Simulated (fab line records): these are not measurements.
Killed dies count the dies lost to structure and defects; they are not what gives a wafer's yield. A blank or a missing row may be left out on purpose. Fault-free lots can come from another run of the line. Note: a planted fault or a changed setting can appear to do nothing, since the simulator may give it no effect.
Struck lot and sound lot, side by side | flow sky130 | 22 steps out of a route of 708
Sound: the wafers L204.2, L204.4, L204.5. Wafers L216.1, L216.2, L216.3 were the ones struck. The cause comes at the end.
For every step that has rows: the tool of each side, followed by ch and its chambers, followed by its first start. Under that, the readings that differ: sound wafers | struck wafers | difference of the means | sigmas: that difference in standard deviations of wafers without a fault.
alike: readings whose means differ by less than 2 such deviations, and words and numbers that are the same on both sides. not compared: withheld readings, readings that some wafer has no value for, bounds like >300 that may hide the same value, and numbers for which the record gives no deviation and whose values overlap.
A row with sigmas, a row that says differs or no value, or rows on one side alone: a step with any of these is where the two part. When numbers do not overlap yet have no deviation, they are printed without sigmas and do not part them. Lack of a reading on every wafer of one side parts them only where that side has two or more wafers.

first, 1 step without rows for these wafers: SKY_POLY_GATE_OXIDATION_20 (stabilise 600 s, purge 300 s, target thk 4 nm).
SKY_POLY_GATE_THK_MEAS_21:
  sound: film_metro-03 at day 18 16:16; struck: film_metro-04 at day 22 16:10
  alike: POLY_GATE_OXIDATION_THK
SKY_POLY_GATE_CD_MEAS_22:
  sound: cd_sem-02 at day 18 16:20; struck: cd_sem-01 at day 22 16:14
  alike: cd_nm
then, 7 steps without rows for these wafers: SKY_LDD_N_DEHYDRATE_00 (time 60 s); SKY_LDD_N_HMDS_01 (prime time 60 s); SKY_LDD_N_COAT_02 (resist thk 300 nm); SKY_LDD_N_SOFTBAKE_03 (time 60 s); SKY_LDD_N_EXPOSE_04 (exposes mask NTM, target cd 840 nm); SKY_LDD_N_PEB_05; SKY_LDD_N_DEVELOP_06 (develop time 60 s).
SKY_LDD_N_OVL_MEAS_07:
  sound: overlay-02 at day 19 23:01; struck: overlay-01 at day 23 21:40
  alike: LDD_N_OVL
following that, these wafers have no rows for 1 step: SKY_LDD_N_IMPLANT_08.
SKY_LDD_N_IMPLANT_09:
  sound on implanter-03 ch 0, day 19 23:14; struck on implanter-03 ch 0, day 23 21:51
  reading            | sound                | struck               | difference | sigmas
  beam_energy_keV    | 20.007 20.012 20.015 | 19.999 19.990 20.001 | -0.015     | -2
  beam_on_s (s)      | 9.96 9.97 9.86       | 12.56 12.94 12.98    | +2.90      | +11
  faraday_current_uA | 423 424 430          | 337 325 325          | -97        | -9
  alike: dose_ions_cm2
then, 6 steps without rows for these wafers: SKY_LDD_N_IMPLANT_10; SKY_LDD_N_IMPLANT_11; SKY_LDD_N_IMPLANT_12; SKY_LDD_N_IMPLANT_13; SKY_LDD_N_IMPLANT_14; SKY_LDD_N_IMPLANT_15.
SKY_LDD_N_STRIP_16: strips in O2/N2.
  sound on plasma_asher-03 ch 0,1, day 20 00:15; struck on plasma_asher-03 ch 0,1, day 23 22:54
  reading                      | sound             | struck            | difference | sigmas
  strip_time_to_endpoint_s (s) | 4.284 4.295 4.303 | 4.407 4.385 4.373 | +0.094     | +6
  alike: chamber_pressure_mTorr, drypump_motor_current_A, oes_product_au
  not compared: rf_hours_counter_h
SKY_LDD_N_TW_MEAS_17:
  sound: film_metro-01 at day 20 00:22; struck: film_metro-04 at day 23 23:00
  reading  | sound          | struck         | difference | sigmas
  LDD_N_TW | 2563 2562 2567 | 2595 2598 2618 | +40        | +2
-- here the record skips 26 days between the struck wafers' starts before and after, leaving off in module LDD_N and picking up in module PAD_OPEN (first step shown: number 708 of the route) --
SKY_PAD_OPEN_PROBE_99:
  sound: prober-01 at day 47 13:02; struck: prober-02 at day 49 23:08
  reading                     | sound           | struck            | difference | sigmas
  model.etest.tip_n.rs_ohm_sq | 444 440.9 446.5 | 426.8 429.2 428.6 | -15.6      |
  alike: killed_at_M0_to_M3, killed_at_M4_up, killed_at_contacts, killed_at_front_end, killed_at_other, killed_dies, killed_open, killed_short

== WHERE THEY PART ==
At SKY_LDD_N_IMPLANT_09 first; at SKY_LDD_N_TW_MEAS_17 last (within this record only). Later steps at which nothing parts them and some readings are alike: SKY_PAD_OPEN_PROBE_99.

WHY: the cause the simulator had injected
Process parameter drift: implanter-03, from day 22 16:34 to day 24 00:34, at SKY_LDD_N_IMPLANT_09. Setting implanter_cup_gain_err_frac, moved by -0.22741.
